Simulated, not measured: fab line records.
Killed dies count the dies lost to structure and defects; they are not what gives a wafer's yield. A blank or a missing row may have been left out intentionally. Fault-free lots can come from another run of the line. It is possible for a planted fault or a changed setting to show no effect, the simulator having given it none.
Matching of chambers / flow sky130 / 4 sister chambers for SKY_VIA1_ETCH_14 on rieDiel-03
The step etches BARC in N2/H2, stops on SiO2, time 45.9 s, target depth 60 nm. 8 wafers are shown with their chamber, then 12 later ones without.

== EACH WAFER AND ITS CHAMBER ==
wafer=L086.3; chamber=3; throttleValvePct (%)=13.240; oesProductAu (a.u.)=0.858
wafer=L086.6; chamber=3; throttleValvePct (%)=13.233; oesProductAu (a.u.)=0.862
wafer=L088.3; chamber=2; throttleValvePct (%)=13.225; oesProductAu (a.u.)=0.861
wafer=L088.5; chamber=1; throttleValvePct (%)=13.214; oesProductAu (a.u.)=0.853
wafer=L088.6; chamber=0; throttleValvePct (%)=13.209; oesProductAu (a.u.)=0.860
wafer=L091.1; chamber=2; throttleValvePct (%)=13.226; oesProductAu (a.u.)=0.857
wafer=L091.2; chamber=0; throttleValvePct (%)=13.221; oesProductAu (a.u.)=0.855
wafer=L091.3; chamber=1; throttleValvePct (%)=13.232; oesProductAu (a.u.)=0.852

== WAFERS WITH NO CHAMBER GIVEN ==
wafer=L091.4; throttleValvePct (%)=13.234; oesProductAu (a.u.)=0.849
wafer=L091.5; throttleValvePct (%)=13.225; oesProductAu (a.u.)=0.848
wafer=L091.6; throttleValvePct (%)=13.227; oesProductAu (a.u.)=0.859
wafer=L092.2; throttleValvePct (%)=13.224; oesProductAu (a.u.)=0.858
wafer=L092.4; throttleValvePct (%)=13.216; oesProductAu (a.u.)=0.856
wafer=L092.5; throttleValvePct (%)=13.235; oesProductAu (a.u.)=0.855
wafer=L093.1; throttleValvePct (%)=13.233; oesProductAu (a.u.)=0.858
wafer=L093.2; throttleValvePct (%)=13.228; oesProductAu (a.u.)=0.862
wafer=L093.6; throttleValvePct (%)=13.227; oesProductAu (a.u.)=0.862
wafer=L096.1; throttleValvePct (%)=13.219; oesProductAu (a.u.)=0.849
wafer=L096.2; throttleValvePct (%)=13.217; oesProductAu (a.u.)=0.851
wafer=L096.4; throttleValvePct (%)=13.228; oesProductAu (a.u.)=0.849

== THE CHAMBER EACH PASSED THROUGH ==
wafer=L091.4; from the rows above=can't be placed: 1 or 2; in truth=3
wafer=L091.5; from the rows above=1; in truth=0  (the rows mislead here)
wafer=L091.6; from the rows above=can't be placed: 2 or 3 or 0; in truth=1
wafer=L092.2; from the rows above=can't be placed: 2 or 0 or 3 or 1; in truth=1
wafer=L092.4; from the rows above=can't be placed: 0 or 1 or 2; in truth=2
wafer=L092.5; from the rows above=can't be placed: 1 or 3 or 2 or 0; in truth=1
wafer=L093.1; from the rows above=can't be placed: 3 or 2 or 0 or 1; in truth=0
wafer=L093.2; from the rows above=can't be placed: 2 or 3 or 0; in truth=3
wafer=L093.6; from the rows above=can't be placed: 2 or 3 or 0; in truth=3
wafer=L096.1; from the rows above=can't be placed: 1 or 0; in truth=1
wafer=L096.2; from the rows above=can't be placed: 1 or 0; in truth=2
wafer=L096.4; from the rows above=1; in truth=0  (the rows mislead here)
0 of 12 placed correctly. Can't be placed from these rows: 10 (the true chamber is among the candidates in 7). 2 placed wrongly.
How it was worked out, from the rows above alone: a wafer's distance from a chamber is the root of the sum, over the readings, of the square of ((its reading less the chamber's mean) divided by the reading's scatter). If the next closest chamber is less than 2 further off than the closest, the wafer can't be placed; otherwise it belongs to the closest. A chamber's mean is the mean of its shown wafers. The scatter: take each reading less its chamber's mean, square it, sum over the shown wafers, divide by the number of wafers less the number of chambers, and take the root.
